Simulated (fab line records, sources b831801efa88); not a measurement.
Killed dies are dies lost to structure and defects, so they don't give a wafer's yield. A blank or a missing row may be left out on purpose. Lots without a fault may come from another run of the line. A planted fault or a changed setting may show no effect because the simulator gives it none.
fab line records | flow sky130
record lots=15 wafers=45 last_day=50
route steps=708 shown METAL3@564 VIA3@575 METAL4@601
lots that met no fault: from a run of the same line without faults
start_h: hours from the record's first day to the start of the lot's first wafer shown | wait_h: hours since the lot's step before | " the same as in the row above | L1.1+2: a row that stands for several wafers | - no value, or no start given | * or withheld: withheld | < > ~ a bound
route shown NAME@n: a module of which the file shows steps, and the number in the route of the first | usual: mean/standard deviation of fault-free wafers | same: alike in all rows | chamber/n: place in a boat | sites: the reading at each site | _std_site: their standard deviation | _edge_site: outer sites' mean less inner sites' | radius_mm: how far each site lies from the wafer's centre | mask NAME#n: copy n | behind: the tool/chamber that last shaped the wafer | hold: why the lot was held/for how many hours/how that ended | device: the transistor (n, p or np) that didn't switch | end of line: the same wafers' tests at the end of the route | a step without rows: its recipe alone | killed: dies lost to structure and defects at the first sort, not the wafer's yield | map: a wafer's dies, x killed, . not, _ none there
set.NAME: the setting as run; set.NAME@STEP: as run at that earlier step | model.NAME: the simulator's own value behind a step, which no gauge read
steps of the route over a sample of lots; a table a step, a row a wafer
services: from which hour (start_h, from the record's first day; less than 0 if before it) a tool's chamber was out of use, for how many hours, and why
## steps
# step SKY_METAL3_OVL_MEAS_14
# usual METAL3_OVL=0/5.7
# columns lot.wafer tool chamber start_h wait_h METAL3_OVL[nm]
L688.2 overlay-01 - 891.24 0.1 3
L688.4 " - " " 0
L688.5 " - " " -3
L687.2 overlay-01 - 894.59 0.1 1
L687.3 " - " " 1
L687.5 " - " " -6
L689.1 overlay-02 - 909.02 0.1 -3
L689.4 " - " " 4
L689.5 " - " " -11
L693.2 overlay-01 - 943.74 0.1 -4
L693.5 " - " " -13
L693.6 " - " " -4
L694.2 overlay-01 - 950.54 0.1 2
L694.4 " - " " 7
L694.6 " - " " 8
L695.1 overlay-02 - 953.93 0.1 5
L695.2 " - " " -1
L695.3 " - " " -2
L697.2 overlay-02 - 976.14 0.1 4
L697.4 " - " " -1
L697.5 " - " " -4
L698.3 overlay-02 - 977.55 0.1 4
L698.4 " - " " -3
L698.5 " - " " 8
L699.1 overlay-01 - 988.62 0.1 10
L699.2 " - " " 10
L699.4 " - " " 4
L700.4 overlay-01 - 992.80 0.1 6
L700.5 " - " " 8
L700.6 " - " " 7
L701.1 overlay-01 - 997.73 0.1 -2
L701.5 " - " " -2
L701.6 " - " " 7
L702.2 overlay-01 - 999.99 0.1 0
L702.4 " - " " 3
L702.5 " - " " -5
L703.1 overlay-02 - 1008.32 0.1 -8
L703.2 " - " " -5
L703.6 " - " " -6
L709.1 overlay-01 - 1052.43 0.1 -2
L709.3 " - " " -5
L709.5 " - " " -3
L710.2 overlay-01 - 1058.34 0.1 1
L710.3 " - " " 12
L710.5 " - " " 8
# step SKY_VIA3_CMP_02
# recipe material=SiO2 down_force_psi=4 platen_rpm=60 pad_velocity_m_s=0.94248
# usual motor_current_A=12.1/1.8
# columns lot.wafer tool chamber start_h wait_h motor_current_A
L688.2 cmp-02 2 892.52 0.1 11.8
L688.4 " 0 " " 11.0
L688.5 " 2 " " 12.4
L687.3 cmp-02 0 895.83 0.0 10.9
L687.2 " 2 " " 11.8
L687.5 " 1 " " 9.4
L689.4 cmp-02 2 910.32 0.1 13.2
L689.1 " 3 " " 15.8
L689.5 " 0 " " 10.7
L693.2 cmp-02 1 944.99 0.1 9.5
L693.6 " 0 " " 10.3
L693.5 " 1 " " 9.4
L694.4 cmp-02 3 951.72 0.0 15.5
L694.2 " 2 " " 12.1
L694.6 " 3 " " 16.0
L695.3 cmp-01 1 955.64 0.2 12.4
L695.2 " 3 " " 12.5
L695.1 " 0 " " 13.2
L697.4 cmp-01 1 977.31 0.0 11.2
L697.2 " 2 " " 11.7
L697.5 " 2 " " 11.4
L698.4 cmp-02 2 978.72 0.0 13.0
L698.3 " 1 " " 9.7
L698.5 " 3 " " 15.7
L699.1 cmp-02 3 989.82 0.1 15.8
L699.4 " 0 " " 10.2
L699.2 " 2 " " 12.9
L700.4 cmp-01 0 994.25 0.1 13.2
L700.5 " 2 " " 11.3
L700.6 " 3 " " 13.2
L701.1 cmp-01 3 998.92 0.1 12.6
L701.5 " 3 " " 12.8
L701.6 " 0 " " 14.3
L702.4 cmp-01 0 1001.26 0.1 13.4
L702.2 " 1 " " 12.0
L702.5 " 3 " " 12.8
L703.1 cmp-01 2 1009.51 0.1 11.6
L703.2 " 0 " " 13.7
L703.6 " 3 " " 12.6
L709.3 cmp-02 3 1053.80 0.1 15.4
L709.1 " 0 " " 11.1
L709.5 " 2 " " 12.5
L710.3 cmp-01 2 1059.94 0.1 11.6
L710.2 " 0 " " 13.0
L710.5 " 2 " " 11.5
# step SKY_VIA3_EXPOSE_09
# recipe mask_id=VIM3 na=0.8 source_shape=annular sigma_inner=0.55 sigma_outer=0.85 target_cd_nm=200 dose_mj=38
# columns lot.wafer tool chamber start_h wait_h mask
L688.2+4+5 krf_scanner-01 0 905.43 - VIM3#0
L687.2+3+5 krf_scanner-02 0 909.11 - VIM3#0
L689.1+4+5 krf_scanner-01 0 923.14 - VIM3#0
L693.2+5+6 krf_scanner-01 0 957.95 - VIM3#0
L694.2+4+6 krf_scanner-01 0 964.55 - VIM3#0
L695.1+2+3 krf_scanner-02 0 968.28 - VIM3#0
L697.2+4+5 krf_scanner-01 0 988.98 - VIM3#0
L698.3+4+5 krf_scanner-02 0 990.87 - VIM3#0
L699.1+2+4 krf_scanner-01 0 1002.34 - VIM3#0
L700.4+5+6 krf_scanner-02 0 1006.89 - VIM3#0
L701.1+5+6 krf_scanner-01 0 1011.43 - VIM3#0
L702.2+4+5 krf_scanner-01 0 1012.89 - VIM3#0
L703.1+2+6 krf_scanner-01 0 1021.50 - VIM3#0
L709.1+3+5 krf_scanner-02 0 1064.72 - VIM3#0
L710.2+3+5 krf_scanner-01 0 1071.21 - VIM3#0
# step SKY_VIA3_OVL_MEAS_13
# usual VIA3_OVL=0/6.5
# columns lot.wafer tool chamber start_h wait_h hold VIA3_OVL[nm]
L688.2 overlay-01 - 917.75 0.1 - 5
L688.4 " - " " - 10
L688.5 " - " " - 3
L687.2 overlay-01 - 921.24 0.1 - 0
L687.3 " - " " - -10
L687.5 " - " " - -10
L689.1 overlay-01 - 935.44 0.1 - 2
L689.4 " - " " - 0
L689.5 " - " " - -1
L693.2 overlay-01 - 969.80 0.1 - 4
L693.5 " - " " - 1
L693.6 " - " " - 3
L694.2 overlay-01 - 976.53 0.1 - 1
L694.4 " - " " - -3
L694.6 " - " " - -6
L695.1 overlay-02 - 980.26 0.1 - 3
L695.2 " - " " - 11
L695.3 " - " " - -2
L697.2 overlay-02 - 1000.35 0.1 - 6
L697.4 " - " " - 0
L697.5 " - " " - -2
L698.3 overlay-02 - 1002.35 0.1 - 8
L698.4 " - " " - -4
L698.5 " - " " - 10
L699.1 overlay-02 - 1013.57 0.1 - -2
L699.2 " - " " - 3
L699.4 " - " " - 4
L700.4 overlay-01 - 1017.99 0.1 - -12
L700.5 " - " " - -3
L700.6 " - " " - -3
L701.1 overlay-02 - 1022.97 0.1 - -8
L701.5 " - " " - -4
L701.6 " - " " - -3
L702.2 overlay-02 - 1023.68 0.1 await_dispo/0.2h/release 10
L702.4 " - " " await_dispo/0.2h/release 14
L702.5 " - " " await_dispo/0.2h/release 13
L702.2 overlay-02 - 1023.88 0.2 - 8
L702.4 " - " " - 12
L702.5 " - " " - 13
L703.1 overlay-02 - 1032.67 0.1 await_dispo/0.2h/release 20
L703.2 " - " " await_dispo/0.2h/release 20
L703.6 " - " " await_dispo/0.2h/release 10
L703.1 overlay-02 - 1032.88 0.2 - 18
L703.2 " - " " - 20
L703.6 " - " " - 11
L709.1 overlay-02 - 1075.17 0.1 - -9
L709.3 " - " " - -4
L709.5 " - " " - -5
L710.2 overlay-01 - 1080.93 0.1 await_dispo/0.2h/release 15
L710.3 " - " " await_dispo/0.2h/release 11
L710.5 " - " " await_dispo/0.2h/release 15
L710.2 overlay-01 - 1081.13 0.2 - 16
L710.3 " - " " - 8
L710.5 " - " " - 12
# step SKY_METAL4_SPUTTER_03
# recipe material=Ti target_thk_nm=5 power_w=3000 time_s=3.3 chamber_pressure_pa=0.4
# usual throttle_valve_pct=29.8/1.2
# columns lot.wafer tool chamber start_h wait_h throttle_valve_pct
L688.2 pvd_sputter-02 - 919.26 0.0 32.2
L688.4 " - " " 30.8
L688.5 " - " " 30.2
L687.2 pvd_sputter-01 - 922.71 0.0 29.4
L687.3 " - " " 31.1
L687.5 " - " " 31.0
L689.1 pvd_sputter-04 - 936.93 0.0 29.6
L689.4 " - " " 29.3
L689.5 " - " " 30.2
L693.2 pvd_sputter-04 - 971.28 0.0 29.8
L693.5 " - " " 29.9
L693.6 " - " " 27.5
L694.2 pvd_sputter-01 - 978.00 0.0 31.0
L694.4 " - " " 31.1
L694.6 " - " " 29.0
L695.1 pvd_sputter-04 - 981.74 0.0 27.6
L695.2 " - " " 30.3
L695.3 " - " " 29.2
L697.2 pvd_sputter-02 - 1001.82 0.0 32.0
L697.4 " - " " 30.9
L697.5 " - " " 30.7
L698.3 pvd_sputter-02 - 1003.81 0.0 30.8
L698.4 " - " " 32.2
L698.5 " - " " 28.4
L699.1 pvd_sputter-02 - 1015.20 0.0 30.8
L699.2 " - " " 30.3
L699.4 " - " " 28.5
L700.4 pvd_sputter-04 - 1019.50 0.0 27.4
L700.5 " - " " 27.4
L700.6 " - " " 29.7
L701.1 pvd_sputter-01 - 1024.72 0.0 29.6
L701.5 " - " " 31.1
L701.6 " - " " 29.6
L702.2 pvd_sputter-04 - 1028.04 0.0 27.5
L702.4 " - " " 29.9
L702.5 " - " " 29.9
L703.1 pvd_sputter-02 - 1045.32 0.0 30.4
L703.2 " - " " 30.6
L703.6 " - " " 31.2
L709.1 pvd_sputter-04 - 1076.65 0.0 30.5
L709.3 " - " " 30.0
L709.5 " - " " 29.7
L710.2 pvd_sputter-01 - 1085.14 0.0 30.9
L710.3 " - " " 29.3
L710.5 " - " " 29.6
## services
# columns tool chamber start_h hours kind
krf_scanner-01 - 873.37 0.8 pm
cmp-01 - 879.41 0.2 repair
krf_scanner-02 - 880.50 1.3 pm
cmp-01 - 881.21 0.3 repair
pvd_sputter-04 - 885.90 6.6 repair
cmp-01 - 891.57 0.3 repair
krf_scanner-02 - 896.64 1.0 pm
krf_scanner-01 - 908.05 1.3 pm
cmp-02 - 912.29 4.0 pm
cmp-01 - 923.52 2.9 repair
krf_scanner-01 - 928.65 1.0 pm
cmp-02 - 951.09 0.5 repair
cmp-02 - 962.98 4.2 repair
pvd_sputter-04 - 964.62 3.7 repair
cmp-02 - 1005.00 1.9 repair
pvd_sputter-04 - 1014.41 4.7 repair
cmp-01 - 1017.02 1.7 repair
cmp-01 - 1022.14 8.7 pm
krf_scanner-01 - 1042.17 0.8 pm
krf_scanner-01 - 1047.55 1.5 pm
cmp-01 - 1057.03 0.6 repair
pvd_sputter-04 - 1057.39 1.8 repair
cmp-01 - 1074.24 0.7 repair
krf_scanner-01 - 1083.95 1.3 pm
## key
first_sign step=SKY_VIA3_OVL_MEAS_13 reading=visit direction=added
effect step=SKY_VIA3_OVL_MEAS_13 reading=VIA3_OVL direction=up sigmas=2.2 usual=0 struck=14
met_at SKY_VIA3_EXPOSE_09
struck_lots L702,L703,L710
sort_left_out L710.2,L710.3,L710.5
not_acting_at SKY_METAL3_OVL_MEAS_14,SKY_VIA3_CMP_02,SKY_METAL4_SPUTTER_03
onset_between 1011.43 1012.89
fault kind=scanner_matching_overlay tool=krf_scanner-01 chamber=- onset_h=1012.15 steps=SKY_VIA3_EXPOSE_09 offset=18.106
# sort_left_out: the simulated sort isn't trusted on such a fault, so these wafers' sort isn't shown, and their yield isn't known
